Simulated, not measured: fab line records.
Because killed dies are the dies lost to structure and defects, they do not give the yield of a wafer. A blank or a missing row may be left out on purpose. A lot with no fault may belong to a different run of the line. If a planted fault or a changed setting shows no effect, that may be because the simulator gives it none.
fab line records | flow sky130
record lots=13 wafers=39 last-day=50
route steps=708 shown METAL3@534 CAPM@540
lots that met no fault: from a run of the same line without faults
start-h: hours from the record's opening day to when the first of the lot's shown wafers began | wait-h: hours from the lot's prior step to this one | " same as the row above | L1.1+2: one row covering several wafers at once | - no value, or no start was given | * or withheld: withheld | < > ~ a bound
route shown NAME@n: names a module that has steps shown in the file, with the first one's number in the route | usual: mean/standard deviation of fault-free wafers | same: alike in all rows | chamber/n: place in a boat | sites: the reading at each site | _std_site: the standard deviation of these | _edge_site: outer sites' mean less inner sites' | radius-mm: for every site, how far away it sits from the centre of the wafer | mask NAME#n: copy n | behind: the last tool/chamber to shape the wafer | hold: cause of the lot's hold/its duration in hours/its outcome | device: names the non-switching transistor (n, p or np) | end of line: tests run on the same wafers once the route is complete | a step without rows: its recipe alone | killed: dies lost to structure and defects at the first sort, not the wafer's yield | map: per-die view of a wafer (x killed, . not killed, _ where there is no die)
set.NAME: the setting as run; set.NAME@STEP: as run at that earlier step | model.NAME: the simulator's own value behind a step, which no gauge read
the route's steps for a sample of lots (tables are steps, rows are wafers)
services: the hour from which a tool's chamber was out of use, counted from the record's first day as start-h (under 0 if before that day), plus the number of hours and why
## steps
# step SKY_METAL3_SPUTTER_02
# recipe material=AlCu target-thk-nm=735 power-w=10600 time-s=39.1 chamber-pressure-pa=0.4
# usual throttle-valve-pct=30.0/1.3
# columns lot.wafer tool chamber start-h wait-h throttle-valve-pct
L778.2 pvd-sputter-01 - 860.97 0.0 28.7
L778.3 " - " " 31.1
L778.4 " - " " 28.5
L777.4 pvd-sputter-02 - 861.77 0.0 30.1
L777.5 " - " " 29.8
L777.6 " - " " 30.0
L779.3 pvd-sputter-01 - 866.33 0.0 28.3
L779.5 " - " " 31.2
L779.6 " - " " 29.2
L780.3 pvd-sputter-01 - 885.26 0.0 28.5
L780.4 " - " " 28.9
L780.5 " - " " 28.9
L781.3 pvd-sputter-03 - 886.44 0.0 32.4
L781.4 " - " " 31.0
L781.5 " - " " 29.6
L782.1 pvd-sputter-03 - 891.26 0.0 29.8
L782.3 " - " " 32.7
L782.5 " - " " 32.4
L783.4 pvd-sputter-03 - 893.09 0.0 29.4
L783.5 " - " " 28.5
L783.6 " - " " 32.3
L784.3 pvd-sputter-02 - 911.94 0.0 29.8
L784.4 " - " " 30.2
L784.6 " - " " 30.8
L785.1 pvd-sputter-02 - 917.26 0.0 29.7
L785.2 " - " " 29.8
L785.6 " - " " 29.9
L788.1 pvd-sputter-02 - 941.34 0.0 30.1
L788.3 " - " " 29.9
L788.4 " - " " 29.8
L798.3 pvd-sputter-01 - 1005.94 0.0 31.2
L798.4 " - " " 31.2
L798.5 " - " " 29.0
L797.2 pvd-sputter-03 - 1006.24 0.0 31.0
L797.4 " - " " 32.5
L797.6 " - " " 28.5
L799.1 pvd-sputter-02 - 1010.38 0.0 31.1
L799.4 " - " " 29.9
L799.5 " - " " 29.7
# step SKY_CAPM_RS_MEAS_03
# recipe thk-meas-gauge=four-point-probe reads=TiN_of_CAPM_SPUTTER_02
# usual CAPM_TIN_RS=6.90/0.073
# columns lot.wafer tool chamber start-h wait-h CAPM_TIN_RS[ohm/sq]
L778.2 film-metro-02 - 861.38 0.2 6.85
L778.3 " - " " 6.89
L778.4 " - " " 6.92
L777.4 film-metro-01 - 862.12 0.1 6.92
L777.5 " - " " 6.84
L777.6 " - " " 6.91
L779.3 film-metro-04 - 866.67 0.1 6.99
L779.5 " - " " 6.91
L779.6 " - " " 6.95
L780.3 film-metro-02 - 885.60 0.1 6.88
L780.4 " - " " 6.88
L780.5 " - " " 6.89
L781.3 film-metro-02 - 886.78 0.1 6.85
L781.4 " - " " 6.89
L781.5 " - " " 6.83
L782.1 film-metro-04 - 891.56 0.1 6.90
L782.3 " - " " 6.93
L782.5 " - " " 6.93
L783.4 film-metro-01 - 893.45 0.1 6.94
L783.5 " - " " 6.90
L783.6 " - " " 6.95
L784.3 film-metro-04 - 912.28 0.1 6.87
L784.4 " - " " 6.86
L784.6 " - " " 6.94
L785.1 film-metro-02 - 917.56 0.1 6.86
L785.2 " - " " 6.90
L785.6 " - " " 6.94
L788.1 film-metro-04 - 941.64 0.1 7.00
L788.3 " - " " 7.10
L788.4 " - " " 6.98
L798.3 film-metro-04 - 1006.28 0.1 6.99
L798.4 " - " " 6.98
L798.5 " - " " 6.97
L797.2 film-metro-04 - 1006.56 0.1 6.98
L797.4 " - " " 7.00
L797.6 " - " " 7.04
L799.1 film-metro-01 - 1010.68 0.1 6.89
L799.4 " - " " 6.89
L799.5 " - " " 6.84
# step SKY_METAL3_EXPOSE_10
# recipe mask-id=MM3 na=0.68 source-shape=annular sigma-inner=0.4 sigma-outer=0.8 target-cd-nm=300 dose-mj=28
# usual exposure-dose-mJ-cm2=28.008/0.025
# columns lot.wafer tool chamber start-h wait-h mask exposure-dose-mJ-cm2
L778.2 krf-scanner-01 0 901.21 - MM3#0 28.007
L778.3 " 0 " " MM3#0 28.017
L778.4 " 0 " " MM3#0 28.021
L777.4 krf-scanner-01 0 901.58 - MM3#0 28.002
L777.5 " 0 " " MM3#0 27.996
L777.6 " 0 " " MM3#0 28.001
L779.3 krf-scanner-02 0 907.09 - MM3#0 28.039
L779.5 " 0 " " MM3#0 28.000
L779.6 " 0 " " MM3#0 27.974
L780.3 krf-scanner-01 0 923.59 - MM3#0 28.027
L780.4 " 0 " " MM3#0 27.975
L780.5 " 0 " " MM3#0 27.996
L781.3 krf-scanner-02 0 925.84 - MM3#0 28.072
L781.4 " 0 " " MM3#0 28.008
L781.5 " 0 " " MM3#0 28.038
L782.1 krf-scanner-01 0 930.38 - MM3#0 28.014
L782.3 " 0 " " MM3#0 28.012
L782.5 " 0 " " MM3#0 27.993
L783.4 krf-scanner-01 0 932.08 - MM3#0 28.023
L783.5 " 0 " " MM3#0 28.012
L783.6 " 0 " " MM3#0 28.016
L784.3 krf-scanner-02 0 950.45 - MM3#0 28.035
L784.4 " 0 " " MM3#0 28.061
L784.6 " 0 " " MM3#0 28.030
L785.1 krf-scanner-02 0 954.59 - MM3#0 28.012
L785.2 " 0 " " MM3#0 28.007
L785.6 " 0 " " MM3#0 28.013
L788.1 krf-scanner-02 0 978.40 - MM3#0 26.247
L788.3 " 0 " " MM3#0 26.208
L788.4 " 0 " " MM3#0 26.233
L798.3 krf-scanner-02 0 1041.13 - MM3#0 27.964
L798.4 " 0 " " MM3#0 27.996
L798.5 " 0 " " MM3#0 27.952
L797.2 krf-scanner-01 0 1042.02 - MM3#0 27.982
L797.4 " 0 " " MM3#0 28.015
L797.6 " 0 " " MM3#0 28.010
L799.1 krf-scanner-02 0 1045.95 - MM3#0 27.993
L799.4 " 0 " " MM3#0 28.006
L799.5 " 0 " " MM3#0 28.018
# step SKY_METAL3_CD_MEAS_13
# recipe target-cd-nm=300
# usual cd-nm=300.0/1.2
# columns lot.wafer tool chamber start-h wait-h cd-nm
L778.2 cd-sem-01 - 913.68 - 299.6
L778.3 " - " " 300.8
L778.4 " - " " 298.4
L777.4 cd-sem-02 - 913.88 - 301.3
L777.5 " - " " 300.8
L777.6 " - " " 301.5
L779.3 cd-sem-01 - 919.43 - 299.4
L779.5 " - " " 300.2
L779.6 " - " " 300.7
L780.3 cd-sem-01 - 935.93 - 300.9
L780.4 " - " " 300.0
L780.5 " - " " 300.8
L781.3 cd-sem-02 - 938.18 - 299.2
L781.4 " - " " 299.1
L781.5 " - " " 298.8
L782.1 cd-sem-02 - 942.89 - 300.5
L782.3 " - " " 301.3
L782.5 " - " " 300.3
L783.4 cd-sem-01 - 944.08 - 299.6
L783.5 " - " " 298.9
L783.6 " - " " 298.4
L784.3 cd-sem-01 - 962.83 - 300.2
L784.4 " - " " 298.4
L784.6 " - " " 300.6
L785.1 cd-sem-02 - 966.76 - 300.7
L785.2 " - " " 300.9
L785.6 " - " " 302.7
L788.1 cd-sem-01 - 990.21 - 243.4
L788.3 " - " " 257.0
L788.4 " - " " 248.6
L798.3 cd-sem-02 - 1051.50 - 299.1
L798.4 " - " " 299.6
L798.5 " - " " 300.1
L797.2 cd-sem-02 - 1052.34 - 297.7
L797.4 " - " " 298.0
L797.6 " - " " 297.6
L799.1 cd-sem-01 - 1055.99 - 299.2
L799.4 " - " " 300.1
L799.5 " - " " 299.4
# step SKY_METAL3_OVL_MEAS_14
# usual METAL3_OVL=-1/6.5
# columns lot.wafer tool chamber start-h wait-h METAL3_OVL[nm]
L778.2 overlay-01 - 913.79 0.1 1
L778.3 " - " " -4
L778.4 " - " " 3
L777.4 overlay-02 - 913.96 0.1 -8
L777.5 " - " " -2
L777.6 " - " " -16
L779.3 overlay-01 - 919.52 0.1 9
L779.5 " - " " 10
L779.6 " - " " 5
L780.3 overlay-02 - 936.02 0.1 -7
L780.4 " - " " 4
L780.5 " - " " 0
L781.3 overlay-01 - 938.27 0.1 -12
L781.4 " - " " -2
L781.5 " - " " -7
L782.1 overlay-02 - 943.01 0.1 -3
L782.3 " - " " -9
L782.5 " - " " -11
L783.4 overlay-01 - 944.16 0.1 -3
L783.5 " - " " -9
L783.6 " - " " -5
L784.3 overlay-02 - 962.92 0.1 -3
L784.4 " - " " -6
L784.6 " - " " 0
L785.1 overlay-02 - 966.88 0.1 -2
L785.2 " - " " 1
L785.6 " - " " -4
L788.1 overlay-02 - 990.33 0.1 0
L788.3 " - " " -2
L788.4 " - " " 7
L798.3 overlay-01 - 1051.59 0.1 -10
L798.4 " - " " -1
L798.5 " - " " -10
L797.2 overlay-02 - 1052.45 0.1 -2
L797.4 " - " " 3
L797.6 " - " " 3
L799.1 overlay-01 - 1056.11 0.1 5
L799.4 " - " " -5
L799.5 " - " " 4
## services
# columns tool chamber start-h hours kind
krf-scanner-02 - 839.18 0.8 pm
pvd-sputter-03 - 854.45 6.5 repair
krf-scanner-01 - 874.51 1.0 pm
krf-scanner-02 - 901.20 4.4 pm
krf-scanner-02 - 943.46 1.1 repair
krf-scanner-02 - 948.84 0.3 repair
pvd-sputter-01 - 950.32 3.3 repair
krf-scanner-02 - 951.00 1.0 pm
pvd-sputter-03 2 954.03 - consumable-replace:kit
pvd-sputter-03 2 954.03 18.0 scheduled-down
pvd-sputter-03 2 954.03 18.0 vent-cycle
krf-scanner-01 - 954.39 0.8 pm
krf-scanner-01 - 956.76 4.4 pm
pvd-sputter-02 2 970.21 - consumable-replace:kit
pvd-sputter-02 2 970.21 18.0 scheduled-down
pvd-sputter-02 2 970.21 18.0 vent-cycle
krf-scanner-02 - 973.20 1.3 pm
krf-scanner-01 - 987.36 1.3 pm
krf-scanner-02 - 988.66 3.6 pm
krf-scanner-02 - 1007.40 1.3 repair
krf-scanner-02 - 1008.71 0.8 pm
krf-scanner-01 - 1009.42 1.8 repair
krf-scanner-01 - 1026.59 0.3 repair
krf-scanner-01 - 1043.51 1.0 pm
## key
first-sign step=SKY_METAL3_EXPOSE_10 reading=exposure-dose-mJ-cm2 direction=down sigmas=72 usual=* struck=*
effect step=SKY_METAL3_CD_MEAS_13 reading=cd-nm direction=down sigmas=42 usual=300.0 struck=249.7 through=control-loop
met-at SKY_METAL3_EXPOSE_10
struck-lots L788
later-rows-left-out L788.1
sort-left-out L788.1,L788.3,L788.4
loop-trim step=SKY_METAL3_EXPOSE_10 setting=dose lots=L788
not-acting-at SKY_METAL3_SPUTTER_02,SKY_CAPM_RS_MEAS_03,SKY_METAL3_OVL_MEAS_14
onset-between 954.59 978.40
fault kind=process-parameter-drift tool=krf-scanner-02 chamber=- onset-h=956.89 steps=SKY_METAL3_EXPOSE_10 channel=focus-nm offset=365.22 spread-by-wafer=0.3 shape=step end-h=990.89
# sort-left-out: the simulated sort isn't trusted on such a fault, so these wafers' sort isn't shown, and their yield isn't known
# later-rows-left-out: the simulator's readings of these wafers behind a module that went badly wrong aren't trusted and aren't shown, but for the sort
# loop-trim: a control loop set the setting to another value than it would have without faults
